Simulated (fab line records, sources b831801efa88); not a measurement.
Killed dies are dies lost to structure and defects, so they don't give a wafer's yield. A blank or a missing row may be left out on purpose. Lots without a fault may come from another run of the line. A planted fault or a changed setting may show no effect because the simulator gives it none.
Which tool did it? | flow sky130 | 14 lots, 42 wafers sampled, at 3 steps of a route of 708

WHAT THE GAUGES READ, wafer by wafer
SKY_VT_ADJUST_HVTR_TW_MEAS_11. Usual: VT_ADJUST_HVTR_TW 210.7, standard deviation 1.2.
lot  | measured     | on            | VT_ADJUST_HVTR_TW | flag
L185 | day 9 07:42  | film_metro-03 | 211.3 211.4 210.6 |
L188 | day 10 07:02 | film_metro-04 | 212.2 212.2 212.0 |
L189 | day 10 16:46 | film_metro-02 | 210.3 209.8 210.4 |
L190 | day 10 18:20 | film_metro-02 | 210.4 210.0 209.5 |
L191 | day 10 21:59 | film_metro-03 | 211.6 212.1 211.4 |
L192 | day 11 10:48 | film_metro-04 | 212.1 211.2 210.5 |
L193 | day 11 22:25 | film_metro-04 | 211.1 210.6 211.5 |
L194 | day 12 01:18 | film_metro-03 | 211.5 210.7 211.5 |
L196 | day 12 21:20 | film_metro-02 | 210.3 211.0 211.6 |
L197 | day 13 05:30 | film_metro-02 | 210.6 210.1 210.0 |
L199 | day 13 12:58 | film_metro-03 | 211.5 211.8 211.7 |
L202 | day 14 13:11 | film_metro-02 | 208.4 207.6 208.8 |
L207 | day 16 01:28 | film_metro-03 | 210.8 209.8 210.8 |
L208 | day 16 10:11 | film_metro-04 | 212.1 211.2 211.1 |

SKY_SONOS_ONO_OVL_MEAS_14. Usual: SONOS_ONO_OVL 0.5 nm, standard deviation 1.5.
lot  | measured     | on         | SONOS_ONO_OVL (nm) | flag
L185 | day 12 11:52 | overlay-01 | 0.2 2.5 1.4        |
L188 | day 13 10:49 | overlay-02 | 3.4 3.8 3.8        |
L189 | day 13 21:52 | overlay-01 | 2.0 1.1 2.1        |
L190 | day 14 00:14 | overlay-02 | 0.4 1.2 1.6        |
L191 | day 14 06:34 | overlay-01 | -0.5 1.2 0.4       |
L192 | day 14 16:38 | overlay-01 | -0.6 0.3 0.2       |
L193 | day 15 10:05 | overlay-01 | -3.9 -3.0 -3.8     |
L194 | day 15 10:23 | overlay-02 | 1.2 -1.0 -0.2      |
L196 | day 16 09:13 | overlay-02 | -0.1 1.0 0.5       |
L197 | day 16 18:56 | overlay-02 | 1.4 1.6 1.3        |
L199 | day 17 02:14 | overlay-02 | 1.2 -0.8 -0.8      |
L202 | day 18 07:32 | overlay-02 | 3.2 0.0 1.1        |
L207 | day 20 03:03 | overlay-02 | 0.2 1.9 0.3        |
L208 | day 20 07:31 | overlay-02 | 2.2 1.5 1.0        |

SKY_RES_PROTECT_TW_MEAS_08. Usual: POLY_GATE_TW 4042, standard deviation 36.
lot  | measured     | on            | POLY_GATE_TW   | flag
L185 | day 14 19:55 | film_metro-01 | 4097 4111 4114 |
L188 | day 15 23:04 | film_metro-02 | 4008 4005 3980 |
L189 | day 16 09:50 | film_metro-02 | 4019 4007 4018 |
L190 | day 16 13:16 | film_metro-03 | 4048 4023 4033 |
L191 | day 16 18:50 | film_metro-01 | 4085 4080 4055 |
L192 | day 17 05:48 | film_metro-03 | 4041 4027 4052 |
L193 | day 18 01:05 | film_metro-03 | 4028 4044 4054 |
L194 | day 18 01:54 | film_metro-01 | 4122 4107 4083 |
L196 | day 19 04:05 | film_metro-02 | 4005 4006 3996 |
L197 | day 19 11:02 | film_metro-02 | 3986 3992 4005 |
L199 | day 19 20:34 | film_metro-03 | 4038 4037 4010 |
L202 | day 21 03:26 | film_metro-03 | 4061 4063 4046 |
L207 | day 22 22:22 | film_metro-02 | 3967 3966 3960 |
L208 | day 23 04:16 | film_metro-03 | 4049 4061 4061 |

WHICH TOOL RAN EACH LOT (tool, then ch and the chambers of the sampled wafers, then the start)
The record holds no process step before these readings.

WHAT THE TOOLS THEMSELVES READ (means of the sampled wafers that have a number; where no wafer has one, the mark that the record gives instead)
The record holds no such reading with a usual standard deviation.

THE ANSWER, worked out from the rows above alone
Rule: a lot is off if the mean of its wafers that have a number lies more than 3 standard deviations from the usual mean. A lot without any number at a reading at which 4 lots or more have one is off too. The other lots that the step has rows for count as sound. The gauges are gone through in route order, then the tools' own readings, and for those a lot's mean is taken as printed above. The first step at which some lot is off is used, and at that step the reading that is off furthest; a lot without a number counts as furthest.
No lot is off at any reading shown: from this, nothing can be told.

WHAT THE SIMULATOR HAD PUT IN
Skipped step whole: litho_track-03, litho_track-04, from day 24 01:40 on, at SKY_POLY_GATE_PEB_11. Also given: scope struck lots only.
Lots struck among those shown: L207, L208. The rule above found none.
